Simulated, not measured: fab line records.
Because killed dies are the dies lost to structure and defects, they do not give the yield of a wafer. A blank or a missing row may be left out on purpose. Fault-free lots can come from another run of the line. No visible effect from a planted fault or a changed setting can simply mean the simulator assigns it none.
Chamber matching    flow gf180mcu    cmp-01 running GF_V4_CMP_04: 4 sister chambers
The step polishes SiO2. 8 wafers are shown with their chamber, then 7 later ones without.

## WAFERS, EACH WITH ITS CHAMBER
wafer   chamber  motorCurrentA (A)  timeToEndpointS (s)
L106.2  0        11.9               79
L108.2  3        11.7               76
L113.4  3        11.9               84
L113.5  0        12.0               83
L114.1  1        11.5               76
L114.5  2        11.2               76
L115.1  1        12.5               79
L115.3  2        11.1               85

## WAFERS WHOSE CHAMBER IS MISSING
wafer   motorCurrentA (A)  timeToEndpointS (s)
L115.4  12.3               90
L125.1  11.6               74
L125.2  10.7               73
L125.3  12.6               76
L126.1  11.1               81
L126.3  12.3               67
L126.6  11.7               82

## EACH ONE'S CHAMBER
wafer   from the rows above                in truth
L115.4  can't be placed: 0 or 3 or 1 or 2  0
L125.1  can't be placed: 1 or 3 or 0 or 2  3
L125.2  can't be placed: 2 or 3 or 1 or 0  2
L125.3  can't be placed: 1 or 0 or 3       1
L126.1  can't be placed: 2 or 3            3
L126.3  can't be placed: 1 or 3 or 0 or 2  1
L126.6  can't be placed: 3 or 0 or 1 or 2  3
Correctly placed: 0 of 7. Not placeable from these rows: 7 (in 7, the candidates include the true chamber). Number placed wrongly: 0.
How it was worked out, from the rows above alone: a wafer's distance from a chamber is the root of the sum, over the readings, of the square of ((its reading less the chamber's mean) divided by the reading's scatter). The wafer belongs to the nearest chamber; if the next one is less than 2 further off, it can't be placed. The mean given for a chamber averages the wafers shown for that chamber. How the scatter is found: for the shown wafers, subtract from each reading the mean of its chamber, square and add these, divide the total by (wafers less chambers), then take the root.
